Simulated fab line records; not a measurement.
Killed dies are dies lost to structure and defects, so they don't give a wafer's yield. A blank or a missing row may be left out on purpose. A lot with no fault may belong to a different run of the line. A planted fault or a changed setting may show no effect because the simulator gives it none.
Which of the tools did it?    flow sky130    72 wafers from 24 lots sampled at 5 of the route's 708 steps

WHAT THE GAUGES READ, wafer by wafer
SKY_VIA1_THK_MEAS_01.
lot   measured      on            VIA1_HDPCVD_THK (nm)
L074  day 32 14:23  filmMetro-02  1020 1045 1052
L075  day 33 08:37  filmMetro-02  1046 1019 1041
L076  day 33 12:30  filmMetro-02  1025 1046 1027
L077  day 33 17:32  filmMetro-04  1015 1026 1050
L078  day 34 02:02  filmMetro-01  1002 1040 1041
L079  day 34 14:05  filmMetro-01  1043 1068 1069
L080  day 34 18:40  filmMetro-02  1000 1035 1005
L081  day 35 10:16  filmMetro-04  1005 1025 1004
L082  day 35 15:27  filmMetro-01  1015 1014 1027
L083  day 36 03:10  filmMetro-02  1014 1002 1006
L084  day 36 03:29  filmMetro-04  1068 1043 1052
L086  day 36 14:44  filmMetro-04  1040 1060 1020
L085  day 36 16:04  filmMetro-04  1021 1040 1004
L087  day 37 02:56  filmMetro-04  1027 1033 1001
L088  day 37 09:01  filmMetro-01  1061 1008 1018
L089  day 37 23:24  filmMetro-04  1020 1002 1003
L090  day 38 01:25  filmMetro-02  1002 990 1018
L091  day 38 15:49  filmMetro-04  1020 1017 1040
L092  day 38 16:57  filmMetro-02  1022 1052 1016
L093  day 38 19:02  filmMetro-02  1045 1026 1028
L094  day 40 00:25  filmMetro-02  1023 1062 1048
L097  day 40 11:39  filmMetro-01  1021 1049 1037
L096  day 40 13:37  filmMetro-02  1033 1057 1045
L095  day 40 16:49  filmMetro-01  1069 1008 1061

TOOL THAT RAN EACH LOT (tool first, then ch and the chambers of the sampled wafers, then the start)
lot   SKY_CONTACT_ETCH_16                SKY_CONTACT_ETCH_18                           SKY_METAL1_SPUTTER_00        SKY_METAL1_STRIP_20
L074  rieDiel-03 ch 0,2,3, day 31 08:34  rieDiel-03 ch 0,2,3, day 31 09:59 or earlier  pvdSputter-01, day 31 09:59  plasmaAsher-04 ch 0,1, day 32 13:39
L075  rieDiel-03 ch 0,3, day 32 02:49    rieDiel-03 ch 0,3, day 32 04:11 or earlier    pvdSputter-03, day 32 04:11  plasmaAsher-04 ch 0,1, day 33 07:53
L076  rieDiel-01 ch 1,2,3, day 32 07:31  rieDiel-01 ch 1,2,3, day 32 08:53 or earlier  pvdSputter-01, day 32 08:53  plasmaAsher-01 ch 0,1, day 33 11:45
L077  rieDiel-03 ch 2,3, day 32 11:46    rieDiel-03 ch 2,3, day 32 13:08 or earlier    pvdSputter-03, day 32 13:08  plasmaAsher-01 ch 0,1, day 33 16:45
L078  rieDiel-02 ch 0,2,3, day 32 20:55  rieDiel-02 ch 0,2,3, day 32 22:22 or earlier  pvdSputter-04, day 32 22:22  plasmaAsher-03 ch 0,1, day 34 00:54
L079  rieDiel-02 ch 0,2,3, day 33 08:40  rieDiel-02 ch 0,2,3, day 33 10:08 or earlier  pvdSputter-04, day 33 10:08  plasmaAsher-04 ch 0,1, day 34 13:22
L080  rieDiel-01 ch 0,2,3, day 33 13:16  rieDiel-01 ch 0,2,3, day 33 14:47 or earlier  pvdSputter-01, day 33 14:47  plasmaAsher-01 ch 0,1, day 34 17:57
L081  rieDiel-01 ch 2,3, day 34 04:43    rieDiel-01 ch 2,3, day 34 06:07 or earlier    pvdSputter-03, day 34 06:07  plasmaAsher-01 ch 0,1, day 35 09:32
L082  rieDiel-01 ch 0,2,3, day 34 10:22  rieDiel-01 ch 0,2,3, day 34 11:47 or earlier  pvdSputter-01, day 34 11:47  plasmaAsher-01 ch 0,1, day 35 14:43
L083  rieDiel-01 ch 0,2,3, day 34 22:01  rieDiel-01 ch 0,2,3, day 34 23:26 or earlier  pvdSputter-01, day 34 23:26  plasmaAsher-01 ch 0,1, day 36 02:26
L084  rieDiel-03 ch 0,1, day 34 22:10    rieDiel-03 ch 0,1, day 34 23:33 or earlier    pvdSputter-04, day 34 23:33  plasmaAsher-03 ch 0,1, day 36 02:46
L086  rieDiel-01 ch 0,2,3, day 35 09:55  rieDiel-01 ch 0,2,3, day 35 11:18 or earlier  pvdSputter-01, day 35 11:18  plasmaAsher-01 ch 0,1, day 36 13:59
L085  rieDiel-03 ch 1,3, day 35 11:43    rieDiel-03 ch 1,3, day 35 13:05 or earlier    pvdSputter-03, day 35 13:05  plasmaAsher-03 ch 0,1, day 36 15:19
L087  rieDiel-02 ch 1,2,3, day 35 22:55  rieDiel-02 ch 1,2,3, day 36 00:18 or earlier  pvdSputter-04, day 36 00:18  plasmaAsher-04 ch 0,1, day 37 02:12
L088  rieDiel-02 ch 0,1, day 36 05:19    rieDiel-02 ch 0,1, day 36 06:44 or earlier    pvdSputter-03, day 36 06:44  plasmaAsher-03 ch 0,1, day 37 08:14
L089  rieDiel-03 ch 0,1, day 36 18:49    rieDiel-03 ch 0,1, day 36 20:12 or earlier    pvdSputter-01, day 36 20:12  plasmaAsher-01 ch 1, day 37 22:42
L090  rieDiel-01 ch 0,1,2, day 36 19:55  rieDiel-01 ch 0,1,2, day 36 21:20 or earlier  pvdSputter-03, day 36 21:20  plasmaAsher-01 ch 0,1, day 38 00:41
L091  rieDiel-01 ch 0,1,3, day 37 12:01  rieDiel-01 ch 0,1,3, day 37 13:23 or earlier  pvdSputter-04, day 37 13:23  plasmaAsher-04 ch 0,1, day 38 15:05
L092  rieDiel-03 ch 0,3, day 37 12:55    rieDiel-03 ch 0,3, day 37 14:17 or earlier    pvdSputter-04, day 37 14:17  plasmaAsher-03 ch 0,1, day 38 16:12
L093  rieDiel-01 ch 0,1,3, day 37 15:01  rieDiel-01 ch 0,1,3, day 37 16:23 or earlier  pvdSputter-01, day 37 16:23  plasmaAsher-04 ch 0,1, day 38 18:17
L094  rieDiel-02 ch 1,2, day 38 20:25    rieDiel-02 ch 1,2, day 38 21:47 or earlier    pvdSputter-04, day 38 21:47  plasmaAsher-03 ch 0,1, day 39 23:40
L097  rieDiel-02 ch 1,2,3, day 39 07:28  rieDiel-02 ch 1,2,3, day 39 08:52 or earlier  pvdSputter-01, day 39 08:52  plasmaAsher-04 ch 0,1, day 40 10:56
L096  rieDiel-03 ch 1,2,3, day 39 09:58  rieDiel-03 ch 1,2,3, day 39 11:23 or earlier  pvdSputter-03, day 39 11:23  plasmaAsher-03 ch 0,1, day 40 12:54
L095  rieDiel-02 ch 1,2,3, day 39 13:25  rieDiel-02 ch 1,2,3, day 39 14:49 or earlier  pvdSputter-04, day 39 14:49  plasmaAsher-03 ch 0,1, day 40 16:06
- SKY_CONTACT_ETCH_16: etches BARC in N2/H2, stops on SiO2, time 45.9 s, target depth 60 nm.
- SKY_CONTACT_ETCH_18: etches Si3N4 in CHF3/O2, stops on TiN, time 39 s, target depth 75 nm.
- SKY_METAL1_SPUTTER_00: material Ti, target thk 15 nm, time 10 s.
- SKY_METAL1_STRIP_20: strips in O2/N2.

WHAT THE TOOLS THEMSELVES READ (means of the sampled wafers that have a number; where no wafer has one, the mark that the record gives instead)
SKY_CONTACT_ETCH_16.
lot   tool        drypumpMotorCurrentA (A)  oesProductAu (a.u.)  throttleValvePct (%)
L074  rieDiel-03  5.8                       0.855                13.220
L075  rieDiel-03  5.7                       0.853                13.226
L076  rieDiel-01  5.6                       0.857                13.228
L077  rieDiel-03  5.6                       0.854                13.226
L078  rieDiel-02  5.9                       0.857                13.230
L079  rieDiel-02  5.9                       0.856                13.235
L080  rieDiel-01  5.5                       0.855                13.219
L081  rieDiel-01  5.8                       0.853                13.228
L082  rieDiel-01  5.5                       0.857                13.214
L083  rieDiel-01  5.5                       0.849                13.226
L084  rieDiel-03  6.1                       0.859                13.220
L086  rieDiel-01  5.5                       0.859                13.222
L085  rieDiel-03  5.6                       0.860                13.228
L087  rieDiel-02  5.8                       0.854                13.229
L088  rieDiel-02  5.9                       0.855                13.226
L089  rieDiel-03  6.1                       0.855                13.230
L090  rieDiel-01  5.9                       0.858                13.222
L091  rieDiel-01  5.4                       0.860                13.231
L092  rieDiel-03  5.9                       0.855                13.227
L093  rieDiel-01  5.4                       0.854                13.225
L094  rieDiel-02  5.6                       0.854                13.220
L097  rieDiel-02  5.8                       0.852                13.229
L096  rieDiel-03  5.8                       0.851                13.218
L095  rieDiel-02  5.8                       0.859                13.224

SKY_CONTACT_ETCH_18.
lot   tool        drypumpMotorCurrentA (A)  oesProductAu (a.u.)  throttleValvePct (%)
L074  rieDiel-03  5.8                       0.864                8.802
L075  rieDiel-03  5.7                       0.862                8.794
L076  rieDiel-01  5.6                       0.858                8.789
L077  rieDiel-03  5.6                       0.854                8.793
L078  rieDiel-02  5.8                       0.864                8.795
L079  rieDiel-02  5.9                       0.855                8.788
L080  rieDiel-01  5.5                       0.855                8.788
L081  rieDiel-01  5.7                       0.852                8.789
L082  rieDiel-01  5.5                       0.856                8.797
L083  rieDiel-01  5.5                       0.861                8.788
L084  rieDiel-03  6.1                       0.862                8.799
L086  rieDiel-01  5.5                       0.851                8.793
L085  rieDiel-03  5.6                       0.847                8.796
L087  rieDiel-02  5.8                       0.870                8.792
L088  rieDiel-02  5.9                       0.855                8.789
L089  rieDiel-03  6.0                       0.856                8.794
L090  rieDiel-01  5.9                       0.860                8.800
L091  rieDiel-01  5.4                       0.866                8.794
L092  rieDiel-03  5.9                       0.863                8.793
L093  rieDiel-01  5.4                       0.856                8.798
L094  rieDiel-02  5.6                       0.860                8.796
L097  rieDiel-02  5.7                       0.857                8.803
L096  rieDiel-03  5.8                       0.867                8.802
L095  rieDiel-02  5.8                       0.851                8.793

SKY_METAL1_SPUTTER_00.
lot   tool           throttleValvePct (%)
L074  pvdSputter-01  29.1
L075  pvdSputter-03  29.8
L076  pvdSputter-01  29.6
L077  pvdSputter-03  29.8
L078  pvdSputter-04  29.1
L079  pvdSputter-04  29.2
L080  pvdSputter-01  29.0
L081  pvdSputter-03  28.9
L082  pvdSputter-01  29.5
L083  pvdSputter-01  29.0
L084  pvdSputter-04  29.5
L086  pvdSputter-01  29.6
L085  pvdSputter-03  29.6
L087  pvdSputter-04  29.9
L088  pvdSputter-03  29.6
L089  pvdSputter-01  28.7
L090  pvdSputter-03  29.0
L091  pvdSputter-04  29.6
L092  pvdSputter-04  30.7
L093  pvdSputter-01  28.0
L094  pvdSputter-04  30.7
L097  pvdSputter-01  28.9
L096  pvdSputter-03  29.0
L095  pvdSputter-04  30.7

SKY_METAL1_STRIP_20.
lot   tool            drypumpMotorCurrentA (A)  oesProductAu (a.u.)  stripTimeToEndpointS (s)
L074  plasmaAsher-04  5.79                      0.354                2.85
L075  plasmaAsher-04  5.81                      0.342                2.60
L076  plasmaAsher-01  5.47                      0.339                2.60
L077  plasmaAsher-01  5.61                      0.336                2.61
L078  plasmaAsher-03  5.93                      0.343                2.79
L079  plasmaAsher-04  5.64                      0.337                2.56
L080  plasmaAsher-01  5.45                      0.343                2.76
L081  plasmaAsher-01  5.45                      0.340                2.59
L082  plasmaAsher-01  5.61                      0.336                2.55
L083  plasmaAsher-01  5.42                      0.334                2.53
L084  plasmaAsher-03  5.95                      0.348                2.78
L086  plasmaAsher-01  5.44                      0.341                2.59
L085  plasmaAsher-03  5.97                      0.346                2.68
L087  plasmaAsher-04  5.67                      0.335                2.57
L088  plasmaAsher-03  5.94                      0.346                2.62
L089  plasmaAsher-01  5.30                      0.342                2.67
L090  plasmaAsher-01  5.45                      0.335                2.60
L091  plasmaAsher-04  5.81                      0.342                2.76
L092  plasmaAsher-03  5.81                      0.342                2.64
L093  plasmaAsher-04  5.66                      0.344                2.74
L094  plasmaAsher-03  5.83                      0.344                2.69
L097  plasmaAsher-04  5.66                      0.339                2.64
L096  plasmaAsher-03  5.95                      0.338                2.58
L095  plasmaAsher-03  5.81                      0.342                2.60

THE ANSWER, worked out from the rows above alone
Rule: usual is defined by the lots themselves. The widest of any qualifying gaps counts: lots, ordered by their means at a reading, are off when they make up no more than a third of the lots, leave a main group of 4 or more, and stand apart from it by 3 or more times the standard deviation of that group's means. Not used: any main group whose means are identical at the precision the tables above print for the reading. Also off: a lot with no number at a reading for which 4 or more lots have one. The other lots that the step has rows for count as sound. The gauges are gone through in route order, then the tools' own readings, and for those a lot's mean is taken as printed above. At the first step where some lot is off, the reading lying furthest off is the one used; lots without a number count as furthest.
No lot is off on any of the readings shown, so nothing can be concluded from this.

WHAT THE SIMULATOR HAD PUT IN
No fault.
